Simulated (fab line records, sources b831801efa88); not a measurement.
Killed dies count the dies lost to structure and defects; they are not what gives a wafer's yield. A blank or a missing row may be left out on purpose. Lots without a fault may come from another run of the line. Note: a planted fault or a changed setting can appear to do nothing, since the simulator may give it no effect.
2 desks looking at one fault :: flow sky130 :: each desk holds nothing but its own numbers, with what lay behind them at the end

TOOL OWNER'S DESK, implanter-03
The tool's own readings at SKY_VT_ADJUST_HVTR_IMPLANT_09: means of the sampled wafers that have a number, for each lot that ran on this tool. The brackets show how far a lot's mean lies from the usual mean; more than 4 standard deviations puts the lot out of limits, marked OUT.
Columns: A = beamOnS at SKY_VT_ADJUST_HVTR_IMPLANT_09, usual 10.00 s; B = endStationPressureTorr at SKY_VT_ADJUST_HVTR_IMPLANT_09, usual 5.01e-06 Torr; C = faradayCurrentUA at SKY_VT_ADJUST_HVTR_IMPLANT_09, usual 11.84
lot: L701
first seen here: day 10 10:09
A: 9.92
B: 5.09e-06
C: 11.92

lot: L706
first seen here: day 11 16:04
A: 12.21 (+11) OUT
B: 9.49e-05 (+99 or more) OUT
C: 9.79 (-8.5) OUT

lot: L708
first seen here: day 12 07:40
A: 12.10 (+11) OUT
B: 1.00e-04 (+99 or more) OUT
C: 9.90 (-8.1) OUT

lot: L709
first seen here: day 12 14:53
A: 12.12 (+11) OUT
B: 9.74e-05 (+99 or more) OUT
C: 9.87 (-8.2) OUT

lot: L717
first seen here: day 15 03:56
A: 9.96
B: 4.82e-06
C: 11.90

lot: L719
first seen here: day 15 18:34
A: 10.07
B: 5.04e-06
C: 11.76
This desk's verdict: out of limits on L706, L708, L709, starting with L706 at day 11 16:04 (beamOnS at SKY_VT_ADJUST_HVTR_IMPLANT_09). L701, L717, L719: within limits.

AT THE METROLOGY DESK
What the gauges read, lot by lot, whatever tool the lot ran on: means of the sampled wafers that have a number. The brackets show how far a lot's mean lies from the usual mean; more than 4 standard deviations puts the lot out of limits, marked OUT.
Columns: A = VT_ADJUST_HVTR_OVL at SKY_VT_ADJUST_HVTR_OVL_MEAS_08, usual 0.6 nm; B = VT_ADJUST_HVTR_TW at SKY_VT_ADJUST_HVTR_TW_MEAS_11, usual 210.6; C = SONOS_ONO_OXIDATION_THK at SKY_SONOS_ONO_THK_MEAS_01, usual 2.60 nm
lot: L699
first seen here: day 9 10:50
A: -0.6
B: 214.2
C: 2.65

lot: L701
first seen here: day 10 10:06
A: -0.3
B: 210.4
C: 2.55

lot: L706
first seen here: day 11 16:02
A: 0.3
B: 221.0 (+5.2) OUT
C: 2.54

lot: L708
first seen here: day 12 07:35
A: 1.1
B: 220.4 (+4.9) OUT
C: 2.58

lot: L709
first seen here: day 12 14:49
A: 3.2
B: 221.7 (+5.5) OUT
C: 2.57

lot: L713
first seen here: day 13 22:55
A: 0.9
B: 213.8
C: 2.72

lot: L714
first seen here: day 14 16:21
A: 1.6
B: 211.3
C: 2.56

lot: L717
first seen here: day 15 03:53
A: 1.1
B: 209.3
C: 2.63

lot: L720
first seen here: day 15 15:47
A: -0.1
B: 209.4
C: 2.62

lot: L719
first seen here: day 15 18:32
A: 0.6
B: 213.1
C: 2.65

lot: L721
first seen here: day 16 00:43
A: 0.6
B: 211.7
C: 2.62

lot: L722
first seen here: day 16 12:05
A: -0.2
B: 211.4
C: 2.66
This desk's finding: out of limits on L706, L708, L709; first on L706, day 11 16:19 (VT_ADJUST_HVTR_TW at SKY_VT_ADJUST_HVTR_TW_MEAS_11). L699, L701, L713, L714, L717, L720, L719, L721, L722: within limits.

ALL TOGETHER
The tool owner's desk had the chance to raise an alarm at day 11 16:04 on L706, L708, L709.
An alarm was possible from the metrology desk at day 11 16:19, on L706, L708, L709.
Every lot named ran SKY_VT_ADJUST_HVTR_IMPLANT_09 on implanter-03.

WHAT THE SIMULATOR PUT IN
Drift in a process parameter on implanter-03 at SKY_VT_ADJUST_HVTR_IMPLANT_09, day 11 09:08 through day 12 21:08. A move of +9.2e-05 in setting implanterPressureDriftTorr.
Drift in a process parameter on implanter-03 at SKY_VT_ADJUST_HVTR_IMPLANT_09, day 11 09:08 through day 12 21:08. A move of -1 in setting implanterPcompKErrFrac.
Shown lots that were struck: L706, L708, L709.
Counting hours from when the fault started, the first reading out of limits came at 7 for the tool owner's desk and at 7 for the metrology desk.
